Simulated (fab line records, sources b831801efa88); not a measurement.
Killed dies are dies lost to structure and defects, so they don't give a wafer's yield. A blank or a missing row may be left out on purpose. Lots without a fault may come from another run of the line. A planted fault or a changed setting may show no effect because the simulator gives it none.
A struck lot beside a sound one | flow sky130 | 43 steps out of a route of 708
Sound: wafers L698.1, L698.2, L698.4. Struck: wafers L702.2, L702.5, L702.6. The cause comes at the end.
At each step with rows: each side's tool, then ch and its chambers, then its first start. Under that, the readings that differ: sound wafers | struck wafers | difference of the means | sigmas: that difference in standard deviations of wafers without a fault.
alike: readings whose means differ by less than 2 such deviations, and words and numbers that are the same on both sides. not compared: withheld readings, readings that some wafer has no value for, bounds like >300 that may hide the same value, and numbers for which the record gives no deviation and whose values overlap.
The two part at a step that has a row with sigmas, a row that says differs or no value, or rows on one side only. Numbers that don't overlap but have no deviation are shown without sigmas and don't part them. A reading that every wafer of one side lacks parts them only if that side has two wafers or more.

first, 5 steps without rows for these wafers: SKY_METAL2_COAT_10 (resist thk 450 nm); SKY_METAL2_SOFTBAKE_11 (time 90 s); SKY_METAL2_EXPOSE_12 (exposes mask MM2, target cd 140 nm); SKY_METAL2_PEB_13; SKY_METAL2_DEVELOP_14 (develop time 58.2 s).
SKY_METAL2_CD_MEAS_15: target cd 140 nm.
  sound on cd_sem-02, day 36 19:23; struck on cd_sem-01, day 38 01:07
  alike: cd_nm
SKY_METAL2_OVL_MEAS_16:
  sound on overlay-02, day 36 19:31; struck on overlay-02, day 38 01:13
  alike: METAL2_OVL
then, 2 steps without rows for these wafers: SKY_METAL2_DESCUM_17 (chemistry O2, time 8 s); SKY_METAL2_ETCH_18 (etches BARC in N2/H2, stops on SiO2, time 45.9 s, target depth 60 nm).
SKY_METAL2_METAL_ETCH_19: etches the open film in Cl2/BCl3, stops on SiO2, target depth 360 nm, time 78 s.
  sound on rie_metal-02 ch 0,1, day 36 19:39; struck on rie_metal-02 ch 0,1, day 38 01:21
  alike: drypump_motor_current_A, oes_product_au, rf_fwd_power_W, throttle_valve_pct
  not compared: rf_hours_counter_h
then, 2 steps without rows for these wafers: SKY_METAL2_STRIP_20 (strips in O2/N2); SKY_METAL2_STRIP_21 (strips in post etch residue remover, time 1200 s).
SKY_METAL2_CLEAN_22: cleans in IPA, time 180 s.
  sound on wet_bench-04 ch 1, day 36 20:11; struck on wet_bench-04 ch 0, day 38 01:53
then, 2 steps without rows for these wafers: SKY_METAL2_CLEAN_23 (cleans in O3/DIW); SKY_VIA2_HDPCVD_00 (deposits SiO2, target thk 1180 nm, time 196.7 s).
SKY_VIA2_THK_MEAS_01:
  sound on film_metro-02, day 36 20:28; struck on film_metro-02, day 38 02:10
  alike: VIA2_HDPCVD_THK
then, 1 step without rows for these wafers: SKY_VIA2_CMP_02 (polishes SiO2).
SKY_VIA2_BOW_MEAS_03:
  sound on film_metro-04, day 36 20:55; struck on film_metro-02, day 38 02:32
  alike: VIA2_BOW
then, 8 steps without rows for these wafers: SKY_VIA2_DEHYDRATE_04 (time 60 s); SKY_VIA2_HMDS_05 (prime time 60 s); SKY_VIA2_COAT_06 (resist thk 60 nm); SKY_VIA2_COAT_07 (resist thk 450 nm); SKY_VIA2_SOFTBAKE_08 (time 90 s); SKY_VIA2_EXPOSE_09 (exposes mask VIM2, target cd 200 nm); SKY_VIA2_PEB_10; SKY_VIA2_DEVELOP_11 (develop time 60 s).
SKY_VIA2_CD_MEAS_12: target cd 200 nm.
  sound on cd_sem-01, day 37 22:16; struck on cd_sem-02, day 39 04:18
  alike: cd_nm
SKY_VIA2_OVL_MEAS_13:
  sound on overlay-02, day 37 22:23; struck on overlay-02, day 39 04:25
  alike: VIA2_OVL
then, 1 step without rows for these wafers: SKY_VIA2_ETCH_14 (etches BARC in N2/H2, stops on SiO2, time 45.9 s, target depth 60 nm).
SKY_VIA2_ETCH_15: etches SiO2 in C4F8/O2/Ar, stops on TiN, target depth 546 nm, time 84 s.
  sound on rie_diel-01 ch 0,2,3, day 37 22:28; struck on rie_diel-04 ch 0,1,2, day 39 04:29
  alike: oes_product_au, rf_fwd_power_W
  not compared: rf_hours_counter_h
then, 4 steps without rows for these wafers: SKY_VIA2_STRIP_16 (strips in O2/N2); SKY_VIA2_STRIP_17 (strips in post etch residue remover, time 1200 s); SKY_VIA2_CLEAN_18 (cleans in IPA, time 180 s); SKY_VIA2_CLEAN_19 (cleans in O3/DIW).
SKY_VIA2_SPUTTER_20: material TiN, target thk 20 nm, time 80 s.
  sound on pvd_sputter-01, day 37 23:07; struck on pvd_sputter-01, day 39 05:08
  alike: throttle_valve_pct
then, 1 step without rows for these wafers: SKY_VIA2_CVD_21 (deposits W, target thk 420 nm, time 126.4 s).
SKY_VIA2_RS_MEAS_22: measures by four-point-probe.
  sound on film_metro-02, day 37 23:18; struck on film_metro-04, day 39 05:21
  alike: VIA2_W_RS
SKY_VIA2_THK_MEAS_23: measures by xrf.
  sound on film_metro-02, day 37 23:25; struck on film_metro-04, day 39 05:28
  alike: VIA2_W_THK
SKY_VIA2_CMP_24: polishes, stops on SiO2, t overpolish 18.53 s, target thk 0 nm.
  sound on cmp-02 ch 1,2,3, day 37 23:29; struck on cmp-01 ch 2,3, day 39 05:34
  alike: motor_current_A, overpolish_run_s, time_to_endpoint_s
then, 2 steps without rows for these wafers: SKY_METAL3_SPUTTER_00 (material Ti, target thk 15 nm, time 10 s); SKY_METAL3_SPUTTER_01 (material TiN, target thk 20 nm, time 16.7 s).
SKY_METAL3_SPUTTER_02: material AlCu, target thk 735 nm, time 39.1 s.
  sound on pvd_sputter-03, day 37 23:50; struck on pvd_sputter-02, day 39 05:52
  alike: throttle_valve_pct
-- the record jumps here: 9 days lie between the struck wafers' starts before and after (it left off in module METAL3 and takes up again in module PAD_OPEN, whose first step shown is number 708 of the route) --
SKY_PAD_OPEN_PROBE_99:
  sound on prober-01, day 47 03:26; struck on prober-02, day 48 03:26
  reading                               | sound              | struck            | difference | sigmas
  defect_limited_yield (%)              | 84.6 80.3 80.3     | 75.4 73.4 74.8    | -7.2       | -4
  killed_at_M0_to_M3                    | 33 54 52           | 87 89 90          | +42        | +6
  killed_dies                           | 76 97 97           | 121 131 124       | +35        | +4
  sort_bin_3_pad_short (%)              | 0.8 0.2 1.4        | 3.5 4.5 2.2       | +2.6       | +6
  sort_bin_5_function (%)               | 8.5 11.4 9.8       | 14.6 15.7 17.1    | +5.9       | +4
  sort_n_pass                           | 416 395 395        | 371 361 368       | -35        | -4
  sort_yield_pct (%)                    | 84.6 80.3 80.3     | 75.4 73.4 74.8    | -7.2       | -4
  model.etest.tester.sort_n_pass        | 416 395 395        | 371 361 368       | -35        |
  model.etest.tester.sort_yield_pct (%) | 84.55 80.28 80.28  | 75.41 73.37 74.8  | -7.18      |
  model.etest.tester.sort_bin_5_pct (%) | 8.537 11.38 9.756  | 14.63 15.65 17.07 | +5.89      |
  model.etest.tester.sort_bin_3_pct (%) | 0.813 0.2033 1.423 | 3.455 4.472 2.236 | +2.575     |
  alike: killed_at_M4_up, killed_at_contacts, killed_at_front_end, killed_at_other, killed_open, killed_short, sort_bin_6_memory

WHERE THEY PART
Only at SKY_PAD_OPEN_PROBE_99, within this record.

WHY: what the simulator had put in
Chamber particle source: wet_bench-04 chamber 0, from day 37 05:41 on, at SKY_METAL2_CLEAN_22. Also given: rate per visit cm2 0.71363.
